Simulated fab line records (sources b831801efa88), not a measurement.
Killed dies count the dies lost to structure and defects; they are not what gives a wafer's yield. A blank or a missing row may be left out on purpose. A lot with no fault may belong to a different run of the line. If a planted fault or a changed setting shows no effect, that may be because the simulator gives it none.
Comparing a struck lot with a sound one    flow sky130    14 steps out of a route of 708
Sound: these wafers, L301.2, L301.4, L301.6. Wafers L311.2, L311.4, L311.5 were the ones struck. The cause is given at the end.
For every step that has rows: the tool of each side, followed by ch and its chambers, followed by its first start. Under that, the readings that differ: sound wafers    struck wafers    difference of the means    sigmas: that difference in standard deviations of wafers without a fault.
alike: words and numbers the same on both sides, and readings whose means are apart by under 2 such deviations; not compared: readings that were withheld, readings missing a value for some wafer, numbers with overlapping values and no deviation given by the record, and bounds like >300 which may hide the same value.
A row with sigmas, a row that says differs or no value, or rows on one side alone: a step with any of these is where the two part. Non-overlapping numbers with no deviation appear without sigmas and do not part them. A reading that every wafer of one side lacks parts them only if that side has two wafers or more.

first, 3 steps without rows for these wafers: SKY_FIELD_ISO_CLEAN_20 (cleans in dHF, time 20 s); SKY_FIELD_ISO_WET_ETCH_21 (etches SiO2 in dHF, target depth 20 nm, time 400 s); SKY_FIELD_ISO_OXIDATION_22 (stabilise 600 s, purge 300 s, target thk 10 nm).
SKY_FIELD_ISO_THK_MEAS_23:
  sound on film_metro-03 at day 3 13:04; struck on film_metro-03 at day 5 11:38
  alike: FIELD_ISO_OXIDATION_01_THK
then, 1 step without rows for these wafers: SKY_FIELD_ISO_CVD_24 (deposits SiO2, target thk 595 nm, time 99.2 s).
SKY_FIELD_ISO_THK_MEAS_25:
  sound on film_metro-03 at day 3 13:11; struck on film_metro-03 at day 5 11:46
  alike: FIELD_ISO_CVD_24_THK
then, 1 step without rows for these wafers: SKY_FIELD_ISO_ANNEAL_26 (time 1800 s).
SKY_FIELD_ISO_CMP_27: polishes, stops on Si3N4, t overpolish 16 s, target thk 457.8 nm.
  sound on cmp-01 ch 0,2,3, day 3 21:48; struck on cmp-01 ch 1,2,3, day 5 14:35
  alike: motor_current_A, overpolish_run_s, platen_rpm, retaining_ring_pressure_frac, time_to_endpoint_s
then, 4 steps without rows for these wafers: SKY_FIELD_ISO_WET_ETCH_28 (etches SiO2 in dHF, target depth 23.7 nm, time 47 s); SKY_FIELD_ISO_WET_ETCH_29 (etches Si3N4 in H3PO4, target depth 160 nm, time 1825 s); SKY_FIELD_ISO_WET_ETCH_30 (etches SiO2 in dHF, target depth 25 nm, time 50 s); SKY_NWELL_CLEAN_00 (cleans in SC1/SC2, time 150 s).
SKY_NWELL_OXIDATION_01: stabilise 600 s, purge 300 s, target thk 10 nm.
  sound on furnace-01 ch 0, day 4 01:56; struck on furnace-01, day 5 15:56
  no value came back on the struck wafers for ox_temp_c (C), ox_temp_c_max; on the sound wafers ox_temp_c (C) reads 900.8 900.4 900.2
then, 1 step without rows for these wafers: SKY_DNWELL_DEHYDRATE_00 (time 60 s).

== WHERE THEY PART ==
At SKY_NWELL_OXIDATION_01 and nowhere else, as far as this record goes.

WHY: the cause the simulator had injected
At SKY_NWELL_OXIDATION_01, the step was skipped entirely on furnace-01 from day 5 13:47 on. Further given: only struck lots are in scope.
